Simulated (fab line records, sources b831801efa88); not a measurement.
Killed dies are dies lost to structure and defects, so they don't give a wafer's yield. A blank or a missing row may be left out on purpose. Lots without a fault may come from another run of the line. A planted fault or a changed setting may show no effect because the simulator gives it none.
Split-lot experiment | flow sky130 | 5 lots, 23 wafers read, on a route of 708 steps

THE SPLIT
At SKY_CAP2M_COAT_07 (resist thk 1140 nm), the setting spin_rpm was moved away from the recipe's 3000 rpm on 8 of the 23 wafers read, by -3.5% to +2.7%. The other wafers ran this setting at the recipe's value.

The file shows no step between the split and the reading.

THE READING
NOVOLAK_of_CAP2M_COAT_07.thk_nm (the simulator's own value, which no gauge read), in nm, at SKY_CAP2M_METAL_ETCH_13 (etches TiN in Cl2/BCl3, stops on SiO2, target depth 220 nm, time 62.9 s). The file gives no usual value for it. The 15 wafers here that ran the recipe average 991.5 nm, standard deviation 3.5 nm.

wafer  | tool, chamber at the split | spin_rpm as run, rpm | against the recipe | NOVOLAK_of_CAP2M_COAT_07.thk_nm, nm | against lot-mates on the recipe
L075.1 | litho_track-04, 0          | 3000                 | recipe             | 995.6                               | -
L075.2 | litho_track-04, 0          | 3000                 | recipe             | 994.9                               | -
L075.4 | litho_track-04, 0          | 3079                 | +2.6%              | 982.7                               | -12.7
L075.5 | litho_track-04, 0          | 3000                 | recipe             | 995.7                               | -
L075.6 | litho_track-04, 0          | 3079                 | +2.6%              | 981.7                               | -13.7
L078.1 | litho_track-01, 0          | 3000                 | recipe             | 995.4                               | -
L078.4 | litho_track-01, 0          | 3000                 | recipe             | 986.7                               | -
L078.6 | litho_track-01, 0          | 3000                 | recipe             | 988.1                               | -
L079.1 | litho_track-01, 0          | 3000                 | recipe             | 994.2                               | -
L079.3 | litho_track-01, 0          | 3000                 | recipe             | 991.5                               | -
L079.4 | litho_track-01, 0          | 3000                 | recipe             | 992                                 | -
L079.5 | litho_track-01, 0          | 3000                 | recipe             | 990.1                               | -
L079.6 | litho_track-01, 0          | 3000                 | recipe             | 988.5                               | -
L084.1 | litho_track-01, 0          | 2896                 | -3.5%              | 1008                                | +21.9
L084.3 | litho_track-01, 0          | 2896                 | -3.5%              | 1013                                | +26.9
L084.4 | litho_track-01, 0          | 2896                 | -3.5%              | 1009                                | +22.9
L084.5 | litho_track-01, 0          | 3000                 | recipe             | 985.6                               | -
L084.6 | litho_track-01, 0          | 3000                 | recipe             | 986.6                               | -
L085.1 | litho_track-01, 0          | 3000                 | recipe             | 994.3                               | -
L085.2 | litho_track-01, 0          | 3081                 | +2.7%              | 980.6                               | -13.5
L085.3 | litho_track-01, 0          | 3081                 | +2.7%              | 980.9                               | -13.2
L085.4 | litho_track-01, 0          | 3081                 | +2.7%              | 982                                 | -12.1
L085.6 | litho_track-01, 0          | 3000                 | recipe             | 994                                 | -

THE FIT
A straight line over all 23 wafers: NOVOLAK_of_CAP2M_COAT_07.thk_nm changes by -4.56 nm for each +1% of spin_rpm; r = -0.93; the points scatter about the line by 3.3 nm.
The same after taking each lot's own level away (the mean of its wafers on the recipe; 23 wafers): -5.94 nm for each +1%; r = -0.98; scatter 2.5 nm.
On that fit, the largest move of spin_rpm shifts the reading by 21 nm.
The lots' own levels span 986.10 to 995.40 nm, that is 2.6 times the standard deviation above.
So the lot-to-lot level changes the slope: the two fits differ.
Check: with one of the wafers moved furthest among these (-3.5%) left out of the fit, the line predicts +21.6 nm for it against its lot-mates. It came out at +21.9 nm against them.

OTHER SPLITS ON THESE WAFERS
These wafers also went through other splits before the reading. Each is held against what the fit with the lots' levels taken away leaves over:
other split on the same wafers     | wafers away from the commonest value | r with NOVOLAK_of_CAP2M_COAT_07.thk_nm (lot level and that fit taken away)
SKY_VIA3_HDPCVD_00 time_s          | 9                                    | -0.04
SKY_VIA3_CMP_02 leave_above_ref_nm | 8                                    | -0.27
SKY_VIA3_STRIP_16 pressure_mtorr   | 10                                   | +0.04
SKY_METAL4_SPUTTER_00 power_w      | 11                                   | -0.09
SKY_METAL4_SPUTTER_02 time_s       | 5                                    | -0.10

THE WHOLE CHAIN: every reading that the file lists as answering this split, in the file's order
step                    | what it does                                                            | reading                                                                          | change (the file's fit)              | r (the file's)
SKY_CAP2M_COAT_07       | resist thk 1140 nm                                                      | NOVOLAK_of_CAP2M_COAT_07.thk_nm (the simulator's own value, which no gauge read) | -5.92 nm for each +1% of the setting | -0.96
SKY_CAP2M_METAL_ETCH_13 | etches TiN in Cl2/BCl3, stops on SiO2, target depth 220 nm, time 62.9 s | NOVOLAK_of_CAP2M_COAT_07.thk_nm (the simulator's own value, which no gauge read) | -5.77 nm for each +1% of the setting | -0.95
SKY_CAP2M_STRIP_14      | strips in O2/N2                                                         | strip_time_to_endpoint_s                                                         | withheld for each +1% of the setting | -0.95

THE FILE'S OWN FIT
NOVOLAK_of_CAP2M_COAT_07.thk_nm changes by -5.77 nm for each +1% of spin_rpm, r = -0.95.
